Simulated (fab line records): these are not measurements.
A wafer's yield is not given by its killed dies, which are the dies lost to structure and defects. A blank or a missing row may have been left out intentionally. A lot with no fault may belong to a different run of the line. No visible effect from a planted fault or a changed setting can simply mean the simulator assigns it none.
Commonality check across tools | flow sky130 | 12 lots, 36 wafers sampled

## REASON IT WAS OPENED
Of 12 lots, 4 have the reading LDD_LDN_TW flagged at SKY_LDD_LDN_TW_MEAS_13. Wafers without a fault read 1491, standard deviation 12.
Rule: a lot is flagged in two cases, either no wafer of it has a number, or all its wafers with numbers fall more than 4 standard deviations from that mean. As for the other lots, they are considered sound.

lot  | measured     | on            | LDD_LDN_TW, wafer by wafer | flag
L696 | day 23 18:19 | film_metro-02 | 1478 1480 1481             |
L697 | day 24 19:37 | film_metro-04 | 1494 1489 1499             |
L698 | day 25 22:04 | film_metro-04 | 1484 1484 1488             |
L700 | day 26 06:25 | film_metro-04 | 1492 1478 1488             |
L699 | day 26 07:19 | film_metro-01 | 1496 1485 1487             |
L701 | day 26 21:32 | film_metro-01 | 1492 1494 1488             |
L702 | day 26 21:46 | film_metro-02 | 1463 1466 1465             |
L703 | day 27 02:20 | film_metro-04 | 1501 1498 1502             |
L704 | day 27 05:40 | film_metro-04 | 1410 1413 1410             | FLAGGED
L705 | day 27 06:38 | film_metro-04 | 1412 1420 1417             | FLAGGED
L707 | day 27 20:52 | film_metro-02 | 1374 1367 1366             | FLAGGED
L706 | day 28 02:31 | film_metro-01 | 1401 1396 1396             | FLAGGED
On average the flagged lots' numbers are 1398, which is -92 against the usual, or -8 standard deviations.

## LOT BY LOT: THE TOOL USED
Before the reading, the record contains 3 process steps out of a 708-step route. In each cell: the tool, then ch and the chambers that the sampled wafers went through, then the start.
lot  | flag    | SKY_POLY_GATE_ETCH_16              | SKY_LDD_HVP_STRIP_09                 | SKY_LDD_LDN_IMPLANT_08
L696 |         | rie_diel-04 ch 0,3, day 17 04:43   | plasma_asher-01 ch 1, day 22 11:37   | implanter-02 ch 0, day 23 17:38
L697 |         | rie_diel-04 ch 0,1,3, day 18 07:37 | plasma_asher-02 ch 1, day 23 12:43   | implanter-01 ch 0, day 24 18:55
L698 |         | rie_diel-03 ch 1,2,3, day 19 10:43 | plasma_asher-01 ch 0,1, day 24 16:22 | implanter-01 ch 0, day 25 21:23
L700 |         | rie_diel-03 ch 0,1,3, day 19 19:34 | plasma_asher-04 ch 0,1, day 25 00:13 | implanter-04 ch 0, day 26 05:43
L699 |         | rie_diel-02 ch 0,1, day 19 20:22   | plasma_asher-02 ch 0,1, day 25 01:37 | implanter-02 ch 0, day 26 06:38
L701 |         | rie_diel-02 ch 2,3, day 20 11:43   | plasma_asher-01 ch 0,1, day 25 16:15 | implanter-01 ch 0, day 26 20:52
L702 |         | rie_diel-04 ch 0,2,3, day 20 14:01 | plasma_asher-04 ch 0,1, day 25 16:31 | implanter-02 ch 0, day 26 21:05
L703 |         | rie_diel-03 ch 0,3, day 20 14:01   | plasma_asher-04 ch 0,1, day 25 18:55 | implanter-02 ch 0, day 26 23:14
L704 | FLAGGED | rie_diel-03 ch 2,3, day 20 20:55   | plasma_asher-01 ch 0,1, day 26 00:07 | implanter-01 ch 0, day 27 04:59
L705 | FLAGGED | rie_diel-02 ch 1,3, day 20 23:04   | plasma_asher-04 ch 0,1, day 26 01:15 | implanter-02 ch 0, day 27 05:58
L707 | FLAGGED | rie_diel-03 ch 1,2,3, day 21 09:58 | plasma_asher-04 ch 0,1, day 26 15:10 | implanter-02 ch 0, day 27 20:11
L706 | FLAGGED | rie_diel-04 ch 1,2,3, day 21 18:10 | plasma_asher-02 ch 0,1, day 26 20:19 | implanter-01 ch 0, day 28 01:49
What the steps here do:
- SKY_POLY_GATE_ETCH_16: etches Si3N4 in CH3F/O2, stops on poly-Si, time 147.5 s, target depth 75 nm.
- SKY_LDD_HVP_STRIP_09: strips in O2/N2.
- SKY_LDD_LDN_IMPLANT_08
- SKY_LDD_LDN_TW_MEAS_13

## FLAGGED OVER TOTAL, TOOL BY TOOL (the gauges that took the reading come last)
step                   | tool            | lots run | flagged | share of the flagged lots | sound lots run after its first flagged lot
SKY_POLY_GATE_ETCH_16  | rie_diel-02     | 3        | 1       | some                      | 0
SKY_POLY_GATE_ETCH_16  | rie_diel-03     | 5        | 2       | some                      | 0
SKY_POLY_GATE_ETCH_16  | rie_diel-04     | 4        | 1       | some                      | 0
SKY_LDD_HVP_STRIP_09   | plasma_asher-01 | 4        | 1       | some                      | 0
SKY_LDD_HVP_STRIP_09   | plasma_asher-02 | 3        | 1       | some                      | 0
SKY_LDD_HVP_STRIP_09   | plasma_asher-04 | 5        | 2       | some                      | 0
SKY_LDD_LDN_IMPLANT_08 | implanter-01    | 5        | 2       | some                      | 0
SKY_LDD_LDN_IMPLANT_08 | implanter-02    | 6        | 2       | some                      | 0
SKY_LDD_LDN_IMPLANT_08 | implanter-04    | 1        | 0       | none                      | -
SKY_LDD_LDN_TW_MEAS_13 | film_metro-01   | 3        | 1       | some                      | 0
SKY_LDD_LDN_TW_MEAS_13 | film_metro-02   | 3        | 1       | some                      | 0
SKY_LDD_LDN_TW_MEAS_13 | film_metro-04   | 6        | 2       | some                      | 0

## WHAT IS ALLOWED BY THE TABLE
No row of the table ran every flagged lot.

## WHAT HAD BEEN PUT IN BY THE SIMULATOR
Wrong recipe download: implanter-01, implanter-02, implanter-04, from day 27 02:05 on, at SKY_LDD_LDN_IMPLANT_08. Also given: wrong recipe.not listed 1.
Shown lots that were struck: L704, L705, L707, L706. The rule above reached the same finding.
